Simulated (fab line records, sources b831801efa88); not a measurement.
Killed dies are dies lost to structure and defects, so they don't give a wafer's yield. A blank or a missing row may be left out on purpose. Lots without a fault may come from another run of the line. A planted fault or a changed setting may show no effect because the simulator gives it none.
A struck lot beside a sound one | flow gf180mcu | 33 steps out of a route of 602
Sound: wafers L387.3, L387.4, L387.5. Struck: wafers L394.1, L394.3, L394.6. The cause comes at the end.
At each step with rows: each side's tool, then ch and its chambers, then its first start. Under that, the readings that differ: sound wafers | struck wafers | difference of the means | sigmas: that difference in standard deviations of wafers without a fault.
alike: readings whose means differ by less than 2 such deviations, and words and numbers that are the same on both sides. not compared: withheld readings, readings that some wafer has no value for, bounds like >300 that may hide the same value, and numbers for which the record gives no deviation and whose values overlap.
The two part at a step that has a row with sigmas, a row that says differs or no value, or rows on one side only. Numbers that don't overlap but have no deviation are shown without sigmas and don't part them. A reading that every wafer of one side lacks parts them only if that side has two wafers or more.

GF_HV_LDD_STRIP_22: strips in O2/N2.
  sound on plasma_asher-03 ch 0,1, day 10 23:23; struck on plasma_asher-03 ch 0,1, day 13 09:40
  alike: drypump_motor_current_A, heater_power_w, oes_product_au, strip_time_to_endpoint_s
  not compared: rf_hours_counter_h
GF_HV_LDD_TW_MEAS_23:
  sound on film_metro-03, day 10 23:29; struck on film_metro-02, day 13 09:46
  alike: HV_LDD_2_TW
then, 7 steps without rows for these wafers: GF_HV_LDD_DEHYDRATE_24 (time 60 s); GF_HV_LDD_HMDS_25 (prime time 60 s); GF_HV_LDD_COAT_26 (resist thk 1000 nm); GF_HV_LDD_SOFTBAKE_27 (time 60 s); GF_HV_LDD_EXPOSE_28 (exposes mask Nplus HV AREA, target cd 400 nm); GF_HV_LDD_PEB_29; GF_HV_LDD_DEVELOP_30 (develop time 60 s).
GF_HV_LDD_CD_MEAS_31: target cd 400 nm.
  sound on cd_sem-02, day 11 17:23; struck on cd_sem-02, day 14 05:59
  alike: cd_nm
GF_HV_LDD_OVL_MEAS_32:
  sound on overlay-01, day 11 17:29; struck on overlay-02, day 14 06:07
  alike: HV_LDD_02_OVL
then, 1 step without rows for these wafers: GF_HV_LDD_IMPLANT_33.
GF_HV_LDD_IMPLANT_34:
  sound on implanter-04 ch 0, day 11 17:43; struck on implanter-03, day 14 06:17
  no value came back on the struck wafers for beam_energy_keV, beam_on_s (s); on the sound wafers beam_energy_keV reads 60.024 60.002 60.022
then, 2 steps without rows for these wafers: GF_HV_LDD_IMPLANT_35; GF_HV_LDD_IMPLANT_36.
GF_HV_LDD_STRIP_37: strips in O2/N2.
  sound on plasma_asher-01 ch 0,1, day 11 18:08; struck on plasma_asher-01 ch 0, day 14 06:44
  alike: drypump_motor_current_A, heater_power_w, oes_product_au, strip_time_to_endpoint_s
  not compared: rf_hours_counter_h
GF_HV_LDD_TW_MEAS_38:
  sound on film_metro-02, day 11 18:14; struck on film_metro-04, day 14 06:50
  reading     | sound          | struck         | difference | sigmas
  HV_LDD_3_TW | 1442 1448 1445 | 1297 1302 1301 | -145       | -11
then, 7 steps without rows for these wafers: GF_HV_LDD_DEHYDRATE_39 (time 60 s); GF_HV_LDD_HMDS_40 (prime time 60 s); GF_HV_LDD_COAT_41 (resist thk 1000 nm); GF_HV_LDD_SOFTBAKE_42 (time 60 s); GF_HV_LDD_EXPOSE_43 (exposes mask Pplus HV AREA, target cd 400 nm); GF_HV_LDD_PEB_44; GF_HV_LDD_DEVELOP_45 (develop time 60 s).
GF_HV_LDD_CD_MEAS_46: target cd 400 nm.
  sound on cd_sem-02, day 12 13:29; struck on cd_sem-01, day 15 03:59
  alike: cd_nm
GF_HV_LDD_OVL_MEAS_47:
  sound on overlay-02, day 12 13:34; struck on overlay-02, day 15 04:07
  alike: HV_LDD_03_OVL
then, 1 step without rows for these wafers: GF_HV_LDD_IMPLANT_48.
GF_HV_LDD_STRIP_49: strips in O2/N2.
  sound on plasma_asher-03 ch 0,1, day 12 13:47; struck on plasma_asher-03 ch 0, day 15 04:17
  alike: drypump_motor_current_A, heater_power_w, oes_product_au, strip_time_to_endpoint_s
  not compared: rf_hours_counter_h
GF_HV_LDD_TW_MEAS_50:
  sound on film_metro-02, day 12 13:52; struck on film_metro-04, day 15 04:23
  alike: HV_LDD_4_TW
then, 1 step without rows for these wafers: GF_HV_LDD_CLEAN_51 (cleans in SC1/SC2, time 150 s).
GF_HV_LDD_RTA_52: time 10 s.
  sound on rtp_anneal-01 ch 0, day 12 13:59; struck on rtp_anneal-02 ch 0, day 15 04:31
  reading            | sound          | struck         | difference | sigmas
  lamp_power_pct (%) | 30.8 30.8 30.8 | 29.1 29.0 29.0 | -1.8       | -2
  alike: wafer_temp_C_max
GF_HV_LDD_RS_MEAS_53: measures by four-point-probe.
  sound on film_metro-02, day 12 14:04; struck on film_metro-02, day 15 04:35
  reading            | sound             | struck            | difference | sigmas
  HV_LDD_RS (ohm/sq) | 419.5 418.0 418.4 | 439.5 439.0 439.9 | +20.8      | +24
then, 1 step without rows for these wafers: GF_HV_LDD_CVD_54 (deposits SiO2 from TEOS, target thk 10 nm, time 75 s).

WHERE THEY PART
First at GF_HV_LDD_IMPLANT_34; last, within this record, at GF_HV_LDD_RS_MEAS_53.

WHY: what the simulator had put in
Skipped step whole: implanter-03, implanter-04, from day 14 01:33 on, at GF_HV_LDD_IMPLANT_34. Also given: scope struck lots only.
